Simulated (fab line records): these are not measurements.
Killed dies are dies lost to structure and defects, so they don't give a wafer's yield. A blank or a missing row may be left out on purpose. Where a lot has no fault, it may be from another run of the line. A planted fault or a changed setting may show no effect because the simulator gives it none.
Matching of chambers | flow gf180mcu | rieDiel-01 running GF_M5_ETCH_09: 4 sister chambers
The step etches Si3N4 in CF4/O2, target depth 52 nm, time 11.6 s. 4 wafers are shown with their chamber, then 9 later ones without.

WAFERS PAIRED WITH THEIR CHAMBERS
wafer  | chamber | drypumpMotorCurrentA (A)
L084.4 | 2       | 5.0
L088.1 | 1       | 6.4
L088.2 | 0       | 6.5
L088.4 | 3       | 5.8

WAFERS MISSING THEIR CHAMBER
wafer  | drypumpMotorCurrentA (A)
L089.2 | 5.8
L089.3 | 5.0
L089.4 | 6.5
L092.4 | 5.0
L092.5 | 6.3
L092.6 | 6.5
L097.1 | 6.3
L097.5 | 6.6
L097.6 | 6.3

WHICH CHAMBER EACH ONE RAN IN
wafer  | from the rows above     | in truth
L089.2 | 3                       | 3
L089.3 | 2                       | 2
L089.4 | can't be placed: 0 or 1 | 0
L092.4 | 2                       | 2
L092.5 | can't be placed: 1 or 0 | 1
L092.6 | can't be placed: 0 or 1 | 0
L097.1 | can't be placed: 1 or 0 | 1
L097.5 | can't be placed: 0 or 1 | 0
L097.6 | can't be placed: 1 or 0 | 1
3 of 9 placed correctly. These rows do not allow placing 6 (true chamber among the candidates in 6). 0 placed wrongly.
How it was worked out, from the rows above alone: a wafer's distance from a chamber is the root of the sum, over the readings, of the square of ((its reading less the chamber's mean) divided by the reading's scatter). The wafer belongs to the nearest chamber; if the next one is less than 2 further off, it can't be placed. For every chamber, the mean is computed from those of its wafers that are shown. The scatter: with one shown wafer a chamber, the root of the mean of the squares of how far each hidden wafer lies from its nearest shown one.
